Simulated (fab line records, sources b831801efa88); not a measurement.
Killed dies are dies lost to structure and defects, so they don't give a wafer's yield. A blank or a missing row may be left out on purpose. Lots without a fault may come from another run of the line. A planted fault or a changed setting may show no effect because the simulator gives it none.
fab line records | flow sky130
record lots=5 wafers=15 last_day=50
route steps=708 shown VIA4@644 PAD_OPEN@708
lots that met no fault: from a run of the same line without faults
start_h: hours from the record's first day to the start of the lot's first wafer shown | wait_h: hours since the lot's step before | " the same as in the row above | L1.1+2: a row that stands for several wafers | - no value, or no start given | * or withheld: withheld | < > ~ a bound
route shown NAME@n: a module of which the file shows steps, and the number in the route of the first | usual: mean/standard deviation of fault-free wafers | same: alike in all rows | chamber/n: place in a boat | sites: the reading at each site | _std_site: their standard deviation | _edge_site: outer sites' mean less inner sites' | radius_mm: how far each site lies from the wafer's centre | mask NAME#n: copy n | behind: the tool/chamber that last shaped the wafer | hold: why the lot was held/for how many hours/how that ended | device: the transistor (n, p or np) that didn't switch | end of line: the same wafers' tests at the end of the route | a step without rows: its recipe alone | killed: dies lost to structure and defects at the first sort, not the wafer's yield | map: a wafer's dies, x killed, . not, _ none there
set.NAME: the setting as run; set.NAME@STEP: as run at that earlier step | model.NAME: the simulator's own value behind a step, which no gauge read
lots at some steps of the route; a table a step, a row a wafer
services: from which hour (start_h, from the record's first day; less than 0 if before it) a tool's chamber was out of use, for how many hours, and why
## steps
# step SKY_VIA4_HMDS_05
# recipe prime_time_s=60 prime_temp_c=120
# step SKY_VIA4_COAT_06
# recipe resist=NOVOLAK spin_rpm=3000 resist_thk_nm=1140
# step SKY_VIA4_SOFTBAKE_07
# recipe temp_c=90 time_s=60 resist=NOVOLAK
# step SKY_VIA4_EXPOSE_08
# recipe mask_id=VIM4 na=0.6 source_shape=conventional sigma_outer=0.6 polarization=unpolarized target_cd_nm=800 dose_mj=132
# step SKY_VIA4_PEB_09
# recipe temp_c=withheld time_s=* resist=NOVOLAK
# step SKY_VIA4_DEVELOP_10
# recipe resist=NOVOLAK developer=TMAH develop_time_s=60 dev_temp_c=23
# step SKY_VIA4_OVL_MEAS_11
# usual VIA4_OVL=0.5/1.4
# columns lot.wafer tool chamber start_h wait_h VIA4_OVL[nm]
L343.2 overlay-02 - 1008.74 0.1 1.5
L343.4 " - " " 0.0
L343.5 " - " " 1.5
L350.2 overlay-01 - 1057.56 0.1 -0.7
L350.3 " - " " 1.0
L350.6 " - " " 1.0
L361.2 overlay-02 - 1127.46 0.1 -1.3
L361.3 " - " " -0.9
L361.6 " - " " 0.7
L362.1 overlay-01 - 1133.11 0.1 0.2
L362.4 " - " " 1.1
L362.6 " - " " 0.0
L364.1 overlay-01 - 1148.21 0.1 0.2
L364.3 " - " " 0.4
L364.6 " - " " -1.7
# step SKY_VIA4_ETCH_12
# recipe target=SiO2 chemistry=C4F8/O2/Ar stop_on=TiN mask_material=NOVOLAK source_w=1500 bias_w=1200 pressure_mtorr=40 c4f8_flow_sccm=withheld O2_flow_sccm=6 Ar_flow_sccm=300 time_s=withheld target_depth_a=5800
# usual oes_product_au=0.925/0.0047
# columns lot.wafer tool chamber start_h wait_h oes_product_au
L343.2 rie_diel-03 3 1008.77 0.0 0.924
L343.4 " 2 " " 0.924
L343.5 " 3 " " 0.926
L350.2 rie_diel-01 0 1057.59 0.0 0.913
L350.3 " 3 " " 0.928
L350.6 " 0 " " 0.919
L361.2 rie_diel-01 3 1127.49 0.0 0.926
L361.3 " 0 " " 0.918
L361.6 " 1 " " 0.931
L362.1 rie_diel-04 1 1133.15 0.0 0.931
L362.4 " 2 " " 0.924
L362.6 " 1 " " 0.918
L364.1 rie_diel-03 2 1148.25 0.0 0.929
L364.3 " 3 " " 0.928
L364.6 " 0 " " 0.929
# step SKY_VIA4_STRIP_13
# recipe chemistry=O2/N2 power_w=1400 pressure_mtorr=1500 platen_temp_c=withheld o2_flow_sccm=3000 n2_flow_sccm=300 overash_fraction=0.5
# usual drypump_motor_current_A=5.6/0.48 oes_product_au=0.710/0.0043 strip_time_to_endpoint_s=12.804/0.027
# columns lot.wafer tool chamber start_h wait_h drypump_motor_current_A oes_product_au rf_hours_counter_h strip_time_to_endpoint_s
L343.2 plasma_asher-03 0 1008.85 - 5.3 0.706 27 12.802
L343.4 " 0 " " 5.3 0.710 - 12.804
L343.5 " 0 " " 5.3 0.710 - 12.809
L350.2 plasma_asher-01 1 1057.66 - 5.7 0.709 63 12.802
L350.3 " 1 " " 5.7 0.711 - 12.817
L350.6 " 1 " " 5.7 0.707 - 12.790
L361.2 plasma_asher-03 1 1127.56 - 5.3 0.704 39 12.795
L361.3 " 0 " " 5.3 0.706 - 12.771
L361.6 " 0 " " 5.3 0.711 - 12.793
L362.1 plasma_asher-02 1 1133.22 - 6.2 0.711 7 12.762
L362.4 " 1 " " 6.1 0.710 - 12.834
L362.6 " 0 " " 4.9 0.704 - 12.776
L364.1 plasma_asher-02 0 1148.32 - 4.9 0.714 9 12.828
L364.3 " 1 " " 6.2 0.724 - 12.781
L364.6 " 1 " " 6.2 0.706 - 12.781
# step SKY_VIA4_STRIP_14
# recipe chemistry=post_etch_residue_remover time_s=1200 temp_c=72.5
# step SKY_VIA4_CLEAN_15
# recipe chemistry=IPA time_s=180 temp_c=25
# step SKY_VIA4_CLEAN_16
# recipe chemistry=O3/DIW dry=n2_spin
# step SKY_VIA4_SPUTTER_17
# recipe material=TiN target_thk_nm=20 chamber_pressure_pa=5 power_w=4000 time_s=80
# usual cathode_dc_power_W=4000.0/0.66 throttle_valve_pct=29.9/1.3
# columns lot.wafer tool chamber start_h wait_h cathode_dc_power_W throttle_valve_pct model.TiN_of_VIA4_SPUTTER_17.thk_nm
L343.2 pvd_sputter-04 - 1009.44 0.0 3999.8 27.6 19.73
L343.4 " - " " 4000.0 30.9 19.66
L343.5 " - " " 4000.1 29.9 20.14
L350.2 pvd_sputter-01 - 1058.25 0.0 4000.2 30.0 20.14
L350.3 " - " " 4194.0 28.5 21.42
L350.6 " - " " 3999.2 30.0 20.57
L361.2 pvd_sputter-04 - 1128.15 0.0 4000.5 30.0 20.1
L361.3 " - " " 3999.3 27.7 20
L361.6 " - " " 4000.4 27.6 19.84
L362.1 pvd_sputter-01 - 1133.82 0.0 4000.2 32.3 20.35
L362.4 " - " " 3999.0 30.1 19.76
L362.6 " - " " 3999.2 30.0 20.51
L364.1 pvd_sputter-01 - 1149.27 0.0 4001.1 30.1 20.6
L364.3 " - " " 4000.1 30.0 20.03
L364.6 " - " " 3999.0 32.6 20.47
# step SKY_VIA4_CVD_18
# recipe material=W target_thk_nm=505 time_s=152.14 temp_c=400 pressure_torr=40
# usual heater_power_w=816/64 susceptor_temp_C=400.00/0.22
# columns lot.wafer tool chamber start_h wait_h heater_power_w susceptor_temp_C
L343.2 cvd_w-01 0 1009.50 0.0 852 399.76
L343.4 " 1 " " 831 399.56
L343.5 " 1 " " 853 399.92
L350.2 cvd_w-02 1 1058.31 0.0 714 399.79
L350.3 " 1 " " 712 400.02
L350.6 " 0 " " 867 400.11
L361.2 cvd_w-02 1 1128.21 0.0 723 399.87
L361.3 " 0 " " 874 400.22
L361.6 " 0 " " 869 400.05
L362.1 cvd_w-01 1 1133.88 0.0 864 400.25
L362.4 " 1 " " 857 400.19
L362.6 " 1 " " 849 400.13
L364.1 cvd_w-01 1 1149.33 0.0 866 400.07
L364.3 " 0 " " 853 400.12
L364.6 " 0 " " 870 399.75
# step SKY_PAD_OPEN_PROBE_99
# usual defect_limited_yield=82.4/1.9 killed_at_M0_to_M3=43/6.7 killed_at_M4_up=3.1/1.9 killed_at_contacts=25/5 killed_at_front_end=15/4 killed_at_other=0.4/0.69 killed_dies=87/9.2 killed_open=46/7.1 killed_short=40/6.8 sort_bin_3_pad_short=0.9/0.48 sort_bin_5_function=10.3/1.5 sort_bin_6_memory=6.4/1.2 sort_n_pass=405/9.2 sort_yield_pct=82.4/1.9
# same gross_dies=492 killed_at_back_side=0 sort_bin_4_leakage[%]=0 sort_bin_8_speed[%]=0
# columns lot.wafer tool chamber start_h wait_h defect_limited_yield[%] killed_at_M0_to_M3 killed_at_M4_up killed_at_contacts killed_at_front_end killed_at_other killed_dies killed_open killed_short sort_bin_3_pad_short[%] sort_bin_5_function[%] sort_bin_6_memory[%] sort_n_pass sort_yield_pct[%]
L343.2 prober-01 - 1080.40 0.1 83.1 48 5 18 11 1 83 47 35 0.4 9.8 6.7 409 83.1
L343.4 prober-01 - 1080.50 0.2 82.3 40 2 28 15 2 87 45 41 1.0 10.0 6.7 405 82.3
L343.5 prober-01 - 1080.55 0.2 82.5 40 4 31 10 1 86 50 36 0.8 10.0 6.7 406 82.5
L350.2 prober-02 - 1124.57 0.1 83.7 38 7 26 9 0 80 45 35 0.8 8.9 6.5 412 83.7
L350.3 prober-02 - 1124.62 0.2 81.5 38 4 31 18 0 91 46 45 0.6 10.8 7.1 401 81.5
L350.6 prober-02 - 1124.77 0.2 83.7 53 1 17 9 0 80 41 39 1.2 9.6 5.5 412 83.7
L361.2 prober-01 - 1184.02 0.1 86.0 24 1 26 18 0 69 31 38 0.6 9.8 3.7 423 86.0
L361.3 prober-01 - 1184.07 0.2 77.4 55 3 24 29 0 111 57 54 1.2 12.8 8.5 381 77.4
L361.6 prober-01 - 1184.22 0.2 81.3 48 2 24 18 0 92 49 43 1.2 10.6 6.9 400 81.3
L362.1 prober-02 - 1190.76 0.1 80.5 44 3 28 20 1 96 57 39 1.2 11.4 6.9 396 80.5
L362.4 prober-02 - 1190.91 0.2 83.1 44 4 24 11 0 83 50 33 0.6 11.4 4.9 409 83.1
L362.6 prober-02 - 1191.01 0.2 80.3 52 4 26 15 0 97 50 47 1.4 11.2 7.1 395 80.3
L364.1 prober-02 - 1203.11 0.1 81.1 50 4 21 18 0 93 43 49 0.8 10.0 8.1 399 81.1
L364.3 prober-02 - 1203.21 0.2 83.7 48 0 15 17 0 80 45 35 1.2 8.9 6.1 412 83.7
L364.6 prober-02 - 1203.36 0.2 80.1 53 4 22 19 0 98 52 46 0.6 12.0 7.3 394 80.1
# killed by level:class
L343.2 VIA1:geometric_particle:open=12 VIA3:geometric_particle:open=10 VIA2:geometric_particle:open=8 FIELD_ISO:geometric_particle:short=7 LOCAL_INTERCONNECT:geometric_particle:short=5 CONTACT:geometric_particle:open=5 METAL1:geometric_particle:short=5 METAL2:geometric_particle:short=5
L343.4 CONTACT:geometric_particle:open=10 VIA2:geometric_particle:open=8 LOCAL_INTERCONNECT:geometric_particle:short=7 LI_CONTACT:geometric_particle:open=6 VIA1:geometric_particle:open=5 FIELD_ISO:geometric_particle:open=4 METAL1:geometric_particle:short=4 METAL2:geometric_particle:short=4
L343.5 CONTACT:geometric_particle:open=12 VIA1:geometric_particle:open=10 LI_CONTACT:geometric_particle:open=7 VIA2:geometric_particle:open=7 METAL1:geometric_particle:short=6 VIA3:geometric_particle:open=6 CONTACT:geometric_particle:short=5 LOCAL_INTERCONNECT:geometric_particle:short=4
L350.2 CONTACT:geometric_particle:open=8 VIA3:geometric_particle:open=8 VIA2:geometric_particle:open=7 METAL4:geometric_particle:short=7 LI_CONTACT:geometric_particle:open=6 VIA1:geometric_particle:open=6 LI_CONTACT:geometric_particle:short=4 LOCAL_INTERCONNECT:geometric_particle:short=4
L350.3 CONTACT:geometric_particle:open=10 CONTACT:geometric_particle:short=9 VIA1:geometric_particle:open=8 METAL2:geometric_particle:short=5 VIA2:geometric_particle:open=5 VIA3:geometric_particle:short=5 VIA3:geometric_particle:open=5 FIELD_ISO:geometric_particle:open=4
L350.6 VIA1:geometric_particle:open=12 VIA2:geometric_particle:open=10 METAL2:geometric_particle:short=7 VIA3:geometric_particle:open=6 CONTACT:geometric_particle:open=6 VIA1:geometric_particle:short=5 VIA2:geometric_particle:short=4 METAL1:geometric_particle:short=4
L361.2 CONTACT:geometric_particle:open=8 LOCAL_INTERCONNECT:geometric_particle:short=7 FIELD_ISO:geometric_particle:short=6 LI_CONTACT:geometric_particle:open=5 VIA1:geometric_particle:open=5 FIELD_ISO:geometric_particle:open=3 POLY_GATE:geometric_particle:short=3 VIA2:geometric_particle:short=3
L361.3 VIA1:geometric_particle:open=13 FIELD_ISO:geometric_particle:short=9 METAL2:geometric_particle:short=8 VIA2:geometric_particle:open=8 CONTACT:geometric_particle:open=7 VIA3:geometric_particle:open=7 POLY_GATE:geometric_particle:open=5 POLY_GATE:geometric_particle:short=5
L361.6 CONTACT:geometric_particle:open=10 VIA1:geometric_particle:open=10 METAL1:geometric_particle:short=9 LI_CONTACT:geometric_particle:open=6 VIA2:geometric_particle:open=6 VIA3:geometric_particle:short=5 FIELD_ISO:geometric_particle:open=4 FIELD_ISO:geometric_particle:short=4
L362.1 CONTACT:geometric_particle:open=13 VIA1:geometric_particle:open=12 VIA3:geometric_particle:open=9 LI_CONTACT:geometric_particle:open=7 FIELD_ISO:geometric_particle:short=6 POLY_GATE:geometric_particle:open=5 POLY_GATE:geometric_particle:short=5 CONTACT:geometric_particle:short=5
L362.4 VIA3:geometric_particle:open=12 CONTACT:geometric_particle:open=11 VIA1:geometric_particle:open=11 CONTACT:geometric_particle:short=5 VIA1:geometric_particle:short=5 FIELD_ISO:geometric_particle:short=4 LI_CONTACT:geometric_particle:open=4 FIELD_ISO:geometric_particle:open=3
L362.6 VIA1:geometric_particle:open=15 CONTACT:geometric_particle:short=7 LI_CONTACT:geometric_particle:open=7 VIA1:geometric_particle:short=7 VIA2:geometric_particle:open=7 CONTACT:geometric_particle:open=6 FIELD_ISO:geometric_particle:short=5 FIELD_ISO:geometric_particle:open=4
L364.1 VIA1:geometric_particle:open=10 VIA1:geometric_particle:short=7 METAL2:geometric_particle:short=7 LI_CONTACT:geometric_particle:open=6 CONTACT:geometric_particle:open=6 METAL1:geometric_particle:short=5 VIA3:geometric_particle:open=5 VIA3:geometric_particle:short=5
L364.3 VIA1:geometric_particle:open=14 CONTACT:geometric_particle:open=7 POLY_GATE:geometric_particle:short=6 VIA2:geometric_particle:open=6 METAL2:geometric_particle:short=6 VIA3:geometric_particle:open=5 VIA1:geometric_particle:short=4 FIELD_ISO:geometric_particle:short=3
L364.6 VIA2:geometric_particle:open=12 VIA1:geometric_particle:open=10 FIELD_ISO:geometric_particle:open=7 CONTACT:geometric_particle:open=7 METAL2:geometric_particle:short=7 VIA3:geometric_particle:open=6 LI_CONTACT:geometric_particle:short=5 METAL1:geometric_particle:short=5
## services
# columns tool chamber start_h hours kind
rie_diel-03 - 991.49 4.3 pm
plasma_asher-01 - 994.74 0.7 repair
rie_diel-03 0 1002.85 7.7 repair
rie_diel-03 1 1018.57 21.1 repair
cvd_w-01 1 1023.63 7.9 repair
rie_diel-04 - 1024.53 0.5 repair
cvd_w-02 - 1028.75 0.6 repair
cvd_w-02 0 1029.67 2.9 repair
cvd_w-02 - 1039.35 2.8 pm
rie_diel-04 3 1042.87 24.4 repair
plasma_asher-03 - 1047.80 0.5 repair
plasma_asher-02 - 1055.25 9.0 pm
rie_diel-04 0 1058.98 19.4 repair
rie_diel-03 3 1059.04 1.5 repair
plasma_asher-03 - 1087.50 1.7 repair
rie_diel-01 - 1089.39 2.8 pm
cvd_w-02 0 1107.80 5.4 repair
rie_diel-01 2 1124.51 8.0 repair
cvd_w-01 1 1127.48 2.3 repair
plasma_asher-03 - 1130.59 7.5 repair
cvd_w-01 - 1130.66 0.4 repair
rie_diel-03 2 1134.91 8.1 repair
rie_diel-01 - 1142.24 0.5 repair
plasma_asher-02 - 1146.75 1.4 repair
## key
first_sign step=SKY_VIA4_SPUTTER_17 reading=cathode_dc_power_W direction=up sigmas=99+ usual=4000.0 struck=4194.0
effect none on later readings
model_effect step=SKY_VIA4_SPUTTER_17 value=TiN_of_VIA4_SPUTTER_17.thk_nm without=20.45 struck=21.42
met_at SKY_VIA4_SPUTTER_17
struck_wafers L350.3
fault kind=process_parameter_drift tool=pvd_sputter-01 chamber=- onset_h=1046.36 steps=SKY_VIA4_SPUTTER_17 channel=power_w offset=* shape=step end_h=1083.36 acts_in=* stated=* scope=struck_wafers_only
